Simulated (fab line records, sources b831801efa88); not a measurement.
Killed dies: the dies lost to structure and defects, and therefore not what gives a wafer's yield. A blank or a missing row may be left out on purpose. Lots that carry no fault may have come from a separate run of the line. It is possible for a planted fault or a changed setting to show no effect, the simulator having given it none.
Chamber matching :: flow gf180mcu :: cmp-01 running GF_V1_CMP_26: 4 sister chambers
The step polishes, stops on SiO2, t overpolish 15 s, target thk 0 nm. 4 wafers are shown with their chamber, then 7 later ones without.

== WAFERS WITH THEIR CHAMBER ==
wafer: L674.4
chamber: 2
motor current A (A): 13.4

wafer: L679.3
chamber: 0
motor current A (A): 12.9

wafer: L680.2
chamber: 1
motor current A (A): 11.6

wafer: L680.4
chamber: 3
motor current A (A): 8.6

== WAFERS WITH NO CHAMBER GIVEN ==
wafer: L680.5
motor current A (A): 11.1

wafer: L681.1
motor current A (A): 12.6

wafer: L681.4
motor current A (A): 12.1

wafer: L681.6
motor current A (A): 13.2

wafer: L682.3
motor current A (A): 8.7

wafer: L682.4
motor current A (A): 13.0

wafer: L682.6
motor current A (A): 12.0

== WHICH CHAMBER EACH ONE RAN IN ==
wafer: L680.5
from the rows above: 1
in truth: 1

wafer: L681.1
from the rows above: can't be placed: 0 or 2
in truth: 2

wafer: L681.4
from the rows above: can't be placed: 1 or 0
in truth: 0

wafer: L681.6
from the rows above: can't be placed: 2 or 0
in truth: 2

wafer: L682.3
from the rows above: 3
in truth: 3

wafer: L682.4
from the rows above: can't be placed: 0 or 2
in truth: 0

wafer: L682.6
from the rows above: can't be placed: 1 or 0
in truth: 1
Placed correctly: 2 of 7. From these rows, 5 cannot be placed; in 5 the true chamber is one of the candidates. 0 placed wrongly.
How it was worked out, from the rows above alone: a wafer's distance from a chamber is the root of the sum, over the readings, of the square of ((its reading less the chamber's mean) divided by the reading's scatter). If the next closest chamber is less than 2 further off than the closest, the wafer can't be placed; otherwise it belongs to the closest. Each chamber's mean is taken over the wafers shown for it. The scatter: with one shown wafer a chamber, the root of the mean of the squares of how far each hidden wafer lies from its nearest shown one.
